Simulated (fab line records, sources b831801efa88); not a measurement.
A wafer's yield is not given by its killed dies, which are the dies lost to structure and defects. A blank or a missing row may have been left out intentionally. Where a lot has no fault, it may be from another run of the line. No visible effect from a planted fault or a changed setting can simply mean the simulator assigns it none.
fab line records	flow sky130
record lots=6	wafers=18	last_day=50
route steps=708 shown SONOS_TUNNEL@156 SONOS_ONO@168 PAD_OPEN@708
lots that met no fault: taken from a fault-free run of the same line
start_h: the number of hours between the record's first day and the start of the first shown wafer of the lot	wait_h: how many hours have passed since the lot's step before this one	" the same as in the row above	L1.1+2: several wafers, shown together as one row	- no value, or no start was given	* or withheld: withheld	< > ~ a bound
route shown NAME@n: NAME is a module with steps in the file, n the number in the route of the first one	usual: mean/standard deviation of fault-free wafers	same: alike in all rows	chamber/n: place in a boat	sites: per-site readings	_std_site: how widely they spread, as a standard deviation	_edge_site: mean of outer sites minus mean of inner sites	radius_mm: for every site, how far away it sits from the centre of the wafer	mask NAME#n: copy n	behind: tool/chamber where the wafer was last shaped	hold: cause of the lot's hold/its duration in hours/its outcome	device: names the non-switching transistor (n, p or np)	end of line: the tests these same wafers got at the end of their route	step lacking rows: just its recipe	killed: the dies lost at the first sort to structure and to defects; this is not the yield of the wafer	map: shows each die of a wafer: x if killed, . if not, _ if none is there
set.NAME: the setting the step ran with; set.NAME@STEP: the setting that earlier step ran with	model.NAME: the simulator's own value behind a step, which no gauge read
lots at selected steps of the route; one table per step, one row per wafer
services: when a tool's chamber went out of use (start_h, in hours from the record's first day, below 0 if earlier), for how many hours, and the reason
## steps
# step SKY_SONOS_TUNNEL_COAT_02
# recipe resist=NOVOLAK	spin_rpm=3000	resist_thk_nm=1140
# step SKY_SONOS_TUNNEL_SOFTBAKE_03
# recipe temp_c=90	time_s=60	resist=NOVOLAK
# step SKY_SONOS_TUNNEL_EXPOSE_04
# recipe mask_id=TUNM	na=0.6	source_shape=conventional	sigma_outer=0.6	polarization=unpolarized	target_cd_nm=410	dose_mj=136
# step SKY_SONOS_TUNNEL_PEB_05
# recipe temp_c=withheld	time_s=*	resist=NOVOLAK
# step SKY_SONOS_TUNNEL_DEVELOP_06
# recipe resist=NOVOLAK	developer=TMAH	develop_time_s=60	dev_temp_c=23
# step SKY_SONOS_TUNNEL_CD_MEAS_07
# recipe target_cd_nm=410
# usual cd_nm=410.7/2.5
lot.wafer	tool	chamber	start_h	wait_h	cd_nm
L796.2	cd_sem-01	-	256.79	0.1	411.6
L796.3	"	-	"	"	410.2
L796.5	"	-	"	"	411.7
L799.1	cd_sem-01	-	274.42	0.1	409.1
L799.3	"	-	"	"	410.8
L799.4	"	-	"	"	409.6
L800.3	cd_sem-01	-	294.56	0.1	408.7
L800.5	"	-	"	"	409.0
L800.6	"	-	"	"	409.7
L801.2	cd_sem-01	-	299.24	0.1	415.9
L801.5	"	-	"	"	415.2
L801.6	"	-	"	"	414.1
L808.1	cd_sem-02	-	350.10	0.1	412.7
L808.4	"	-	"	"	413.8
L808.5	"	-	"	"	410.6
L816.2	cd_sem-01	-	415.79	0.1	412.5
L816.3	"	-	"	"	410.7
L816.5	"	-	"	"	414.9
# step SKY_SONOS_TUNNEL_OVL_MEAS_08
# usual SONOS_TUNNEL_OVL=0.4/1.3
lot.wafer	tool	chamber	start_h	wait_h	SONOS_TUNNEL_OVL[nm]
L796.2	overlay-01	-	256.90	0.1	1.5
L796.3	"	-	"	"	2.3
L796.5	"	-	"	"	0.2
L799.1	overlay-01	-	274.54	0.1	1.2
L799.3	"	-	"	"	0.0
L799.4	"	-	"	"	-2.0
L800.3	overlay-02	-	294.65	0.1	-0.3
L800.5	"	-	"	"	-0.9
L800.6	"	-	"	"	0.6
L801.2	overlay-01	-	299.35	0.1	1.2
L801.5	"	-	"	"	0.9
L801.6	"	-	"	"	0.4
L808.1	overlay-02	-	350.22	0.1	0.6
L808.4	"	-	"	"	1.3
L808.5	"	-	"	"	0.8
L816.2	overlay-02	-	415.90	0.1	0.6
L816.3	"	-	"	"	-1.1
L816.5	"	-	"	"	0.4
# step SKY_SONOS_TUNNEL_IMPLANT_09
# recipe species=B	energy_kev=20.29	dose_cm2=1e+12	tilt_deg=withheld
# step SKY_SONOS_TUNNEL_WET_ETCH_10
# recipe chemistry=dHF	target_depth_nm=14	target=SiO2	dilution=100:1	temp_c=25	time_s=280
# step SKY_SONOS_TUNNEL_STRIP_11
# recipe chemistry=SPM	time_s=600	temp_c=130
# step SKY_SONOS_TUNNEL_TW_MEAS_12
# usual SONOS_TUNNEL_TW=198.7/1.3
lot.wafer	tool	chamber	start_h	wait_h	SONOS_TUNNEL_TW
L796.2	film_metro-01	-	257.36	0.0	197.9
L796.3	"	-	"	"	198.0
L796.5	"	-	"	"	197.9
L799.1	film_metro-03	-	274.99	0.0	196.0
L799.3	"	-	"	"	196.8
L799.4	"	-	"	"	195.9
L800.3	film_metro-03	-	295.12	0.0	198.7
L800.5	"	-	"	"	197.9
L800.6	"	-	"	"	198.4
L801.2	film_metro-01	-	299.81	0.0	197.8
L801.5	"	-	"	"	198.3
L801.6	"	-	"	"	198.0
L808.1	film_metro-03	-	350.67	0.0	198.8
L808.4	"	-	"	"	199.2
L808.5	"	-	"	"	199.0
L816.2	film_metro-04	-	416.35	0.0	200.1
L816.3	"	-	"	"	199.8
L816.5	"	-	"	"	198.9
# step SKY_SONOS_TUNNEL_CLEAN_13
# recipe chemistry=dHF	time_s=20	dilution=100:1	dry=ipa_marangoni
# step SKY_SONOS_ONO_OXIDATION_00
# recipe temp_c=800	ambient=O2	idle_temp_c=700	ramp_up_c_per_min=10	ramp_down_c_per_min=3	stabilise_s=600	purge_s=300	target_thk_a=26	ox_time_s=1249
# usual spike_tc_bottom_C=819.1/1.5	spike_tc_centre_C=800.2/1.4	spike_tc_lower_C=801.1/1	spike_tc_top_C=814/3.1	spike_tc_upper_C=799.4/0.89	tube_center_temp_C=800.01/0.072	tube_center_temp_C_max=802.1/0.35	zone_power_lower_pct=13.6/0.52
lot.wafer	tool	chamber	start_h	wait_h	spike_tc_bottom_C	spike_tc_centre_C	spike_tc_lower_C	spike_tc_top_C	spike_tc_upper_C	tube_center_temp_C	tube_center_temp_C_max	zone_power_lower_pct	model.SiO2_of_SONOS_ONO_OXIDATION_00.thk_nm
L796.2	furnace-02	0	257.93	0.5	817.4	799.1	801.2	817	799.1	800.12	803.1	13.2	2.626
L796.3	"	0	"	"	818.5	799.7	801.2	817	798.6	800.09	802.0	13.4	2.591
L796.5	"	0	"	"	818.5	798.5	799.5	816	799.5	800.02	801.9	13.0	2.626
L799.1	furnace-02	0	275.88	0.8	818.1	800.7	802.5	817	800.5	799.99	802.1	13.2	2.694
L799.3	"	0	"	"	819.4	799.9	801.1	816	799.8	799.9	802.4	13.4	2.661
L799.4	"	0	"	"	816.7	800.0	802.5	815	800.1	800.08	802.6	13.3	2.646
L800.3	furnace-02	0	295.76	0.6	842.7	824.0	825.2	841	823.4	823.8	826.2	14.1	3.661
L800.5	"	0	"	"	841.8	823.6	824.8	839	823.6	823.74	825.3	14.5	3.613
L800.6	"	0	"	"	841.3	824.5	824.8	838	822.6	823.82	825.9	14.1	3.699
L801.2	furnace-02	0	299.88	0.0	841.2	823.9	824.8	840	823.5	823.69	826.7	14.1	3.545
L801.5	"	0	"	"	842.8	822.3	823.3	838	824.6	823.68	825.6	14.3	3.599
L801.6	"	0	"	"	840.7	821.0	825.5	840	824.0	823.83	826.3	14.3	3.572
L808.1	furnace-01	0	351.91	1.2	821.8	801.9	801.5	811	799.5	799.85	801.7	14.2	2.652
L808.4	"	0	"	"	820.9	801.3	800.1	811	800.9	800.02	802.0	14.4	2.686
L808.5	"	0	"	"	821.7	803.5	801.9	808	799.6	800.03	801.9	14.4	2.647
L816.2	furnace-02	0	418.13	1.7	817.7	798.8	798.7	817	799.6	800.02	802.1	13.5	2.587
L816.3	"	0	"	"	819.0	800.2	800.7	818	800.6	799.96	802.2	13.4	2.565
L816.5	"	0	"	"	818.7	800.6	800.4	817	798.9	799.92	802.1	13.1	2.594
# step SKY_SONOS_ONO_THK_MEAS_01
# recipe reads=SiO2_of_SONOS_ONO_OXIDATION_00
# usual SONOS_ONO_OXIDATION_THK=2.62/0.067
lot.wafer	tool	chamber	start_h	wait_h	SONOS_ONO_OXIDATION_THK[nm]
L796.2	film_metro-04	-	259.29	0.0	2.65
L796.3	"	-	"	"	2.62
L796.5	"	-	"	"	2.62
L799.1	film_metro-04	-	277.22	0.0	2.72
L799.3	"	-	"	"	2.67
L799.4	"	-	"	"	2.64
L800.3	film_metro-03	-	297.12	0.0	3.68
L800.5	"	-	"	"	3.60
L800.6	"	-	"	"	3.74
L801.2	film_metro-03	-	301.23	0.0	3.55
L801.5	"	-	"	"	3.60
L801.6	"	-	"	"	3.60
L808.1	film_metro-04	-	353.26	0.0	2.60
L808.4	"	-	"	"	2.67
L808.5	"	-	"	"	2.64
L816.2	film_metro-03	-	419.49	0.0	2.60
L816.3	"	-	"	"	2.55
L816.5	"	-	"	"	2.57
# step SKY_SONOS_ONO_CVD_02
# recipe material=Si3N4	precursor=DCS/NH3	target_thk_nm=10.5	temp_c=770	time_s=180	pressure_mtorr=250
# step SKY_PAD_OPEN_PROBE_99
lot.wafer	tool	chamber	start_h	wait_h	model.etest.sonos_erased.drive_ua_um	model.etest.sonos_uncharged.r_on_ohm_um	model.etest.sonos_erased.vt_v	model.etest.sonos_programmed.off_log10_a_um	model.etest.cap_ono.gate_log10_a_cm2	model.etest.cap_ono.gate_bv_v	model.etest.cap_ono.tox_acc_nm	model.etest.sonos_programmed.vt_v
L796.3	prober-02	-	1085.84	0.2	191.2	802.3	-2.28	-13.98	-8	16.72	12.94	1.42
L799.1	prober-02	-	1102.77	0.1	173.5	835	-2.144	-13.89	-8.302	16.84	13.11	1.363
L799.3	prober-02	-	1102.87	0.2	140.5	825	-2.075	-14.03	-8.35	16.99	13.24	1.268
L800.3	prober-02	-	1111.00	0.2	21.33	847.1	-0.3922	-12.25	-9.289	17.84	13.92	0.8413
L800.6	prober-02	-	1111.15	0.2	22.14	837.9	-0.3973	-11.5	-9.19	16.89	13.83	0.786
L801.5	prober-01	-	1115.13	0.2	21.41	843.9	-0.4049	-13.04	-9.047	17.48	13.82	0.9395
L801.6	prober-01	-	1115.18	0.2	21.37	834.3	-0.3993	-12.36	-9.213	17.5	13.91	0.8748
L808.1	prober-02	-	1150.44	0.1	178.8	832.1	-2.177	-13.94	-8.266	16.71	13.12	1.337
L808.4	prober-02	-	1150.59	0.2	152.9	845.1	-2.121	-13.99	-8.236	16.66	13.16	1.344
L808.5	prober-02	-	1150.64	0.2	195.7	828.2	-2.243	-13.89	-8.119	16.66	13.02	1.405
L816.2	prober-02	-	1189.87	0.1	185.5	828.5	-2.286	-13.93	-7.979	16.7	12.95	1.452
L816.3	prober-02	-	1189.92	0.2	166.5	810	-2.261	-13.91	-8.06	16.51	12.99	1.449
L816.5	prober-02	-	1190.02	0.2	186.1	805	-2.313	-14.05	-7.954	16.02	12.87	1.477
# killed by level:class
L796.3 VIA1:geometric_particle:open=12 CONTACT:geometric_particle:open=8 LI_CONTACT:geometric_particle:open=7 FIELD_ISO:geometric_particle:short=6 METAL1:geometric_particle:short=6 POLY_GATE:geometric_particle:short=6 VIA3:geometric_particle:open=6 FIELD_ISO:geometric_particle:open=5
L799.1 CONTACT:geometric_particle:open=14 VIA1:geometric_particle:open=10 METAL1:geometric_particle:short=8 LOCAL_INTERCONNECT:geometric_particle:short=5 VIA2:geometric_particle:open=5 FIELD_ISO:geometric_particle:short=4 LI_CONTACT:geometric_particle:short=4 CONTACT:geometric_particle:short=4
L799.3 CONTACT:geometric_particle:open=13 VIA1:geometric_particle:open=11 VIA2:geometric_particle:open=8 METAL1:geometric_particle:short=6 LOCAL_INTERCONNECT:geometric_particle:short=5 CONTACT:geometric_particle:short=5 LI_CONTACT:geometric_particle:open=4 VIA2:geometric_particle:short=3
L808.1 CONTACT:geometric_particle:open=11 VIA1:geometric_particle:open=9 VIA1:geometric_particle:short=8 METAL2:geometric_particle:short=7 LI_CONTACT:geometric_particle:open=5 POLY_GATE:geometric_particle:short=4 VIA3:geometric_particle:open=4 SPACER:geometric_particle:open=3
L808.4 CONTACT:geometric_particle:open=9 LOCAL_INTERCONNECT:geometric_particle:short=7 METAL2:geometric_particle:short=7 METAL1:geometric_particle:short=6 POLY_CUT:geometric_particle:open=5 VIA2:geometric_particle:short=5 VIA1:geometric_particle:short=5 VIA1:geometric_particle:open=5
L808.5 VIA1:geometric_particle:open=16 CONTACT:geometric_particle:open=12 METAL4:geometric_particle:short=6 POLY_GATE:geometric_particle:open=5 VIA2:geometric_particle:open=5 VIA3:geometric_particle:open=5 LI_CONTACT:geometric_particle:open=4 METAL2:geometric_particle:short=4
L816.2 VIA1:geometric_particle:open=15 CONTACT:geometric_particle:open=10 CONTACT:geometric_particle:short=9 VIA1:geometric_particle:short=6 LI_CONTACT:geometric_particle:open=5 VIA3:geometric_particle:open=5 VIA2:geometric_particle:open=5 POLY_GATE:geometric_particle:short=4
L816.3 VIA2:geometric_particle:open=19 CONTACT:geometric_particle:open=16 LI_CONTACT:geometric_particle:open=10 VIA3:geometric_particle:open=8 VIA1:geometric_particle:open=7 METAL2:geometric_particle:short=6 VIA3:geometric_particle:short=6 FIELD_ISO:geometric_particle:open=5
L816.5 VIA1:geometric_particle:open=10 CONTACT:geometric_particle:open=8 LOCAL_INTERCONNECT:geometric_particle:short=7 VIA1:geometric_particle:short=6 LI_CONTACT:geometric_particle:open=5 METAL2:geometric_particle:short=5 VIA2:geometric_particle:short=5 VIA2:geometric_particle:open=5
## services
tool	chamber	start_h	hours	kind
furnace-01	-	240.18	2.9	pm
furnace-02	-	309.48	3.7	pm
furnace-02	-	317.53	3.9	pm
furnace-01	-	324.62	3.5	pm
furnace-02	-	378.57	1.3	repair
## key
first_sign step=SKY_SONOS_ONO_OXIDATION_00	reading=tube_center_temp_C	direction=up	sigmas=99+	usual=*	struck=*
effect step=SKY_SONOS_ONO_OXIDATION_00	reading=tube_center_temp_C_max	direction=up	sigmas=68	usual=*	struck=*
effect step=SKY_SONOS_ONO_THK_MEAS_01	reading=SONOS_ONO_OXIDATION_THK	direction=up	sigmas=15	usual=2.62	struck=3.63
model_effect step=SKY_SONOS_ONO_OXIDATION_00	value=SiO2_of_SONOS_ONO_OXIDATION_00.thk_nm	without=2.603	struck=3.615
model_effect step=SKY_PAD_OPEN_PROBE_99	value=etest.sonos_erased.drive_ua_um	without=187.7	struck=21.56
met_at SKY_SONOS_ONO_OXIDATION_00
struck_wafers L800.3,L800.5,L800.6,L801.2,L801.5,L801.6
sort_left_out L800.3,L800.5,L800.6,L801.2,L801.5,L801.6
tester_left_out L800,L801
onset_between 275.88 295.76
fault kind=process_parameter_drift	tool=furnace-02	chamber=-	onset_h=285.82	steps=SKY_SONOS_ONO_OXIDATION_00	channel=temp_c	offset=*	shape=step	end_h=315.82	acts_in=*	stated=*
# tester_left_out: of these lots the tester's yield and bins aren't shown, on N5 and GAA mostly nor the transistor test; their killed dies are dies lost to structure and defects alone, not to doping, threshold or leakage, so they don't give the yield
# sort_left_out: the simulated sort isn't trusted on such a fault, so these wafers' sort isn't shown, and their yield isn't known
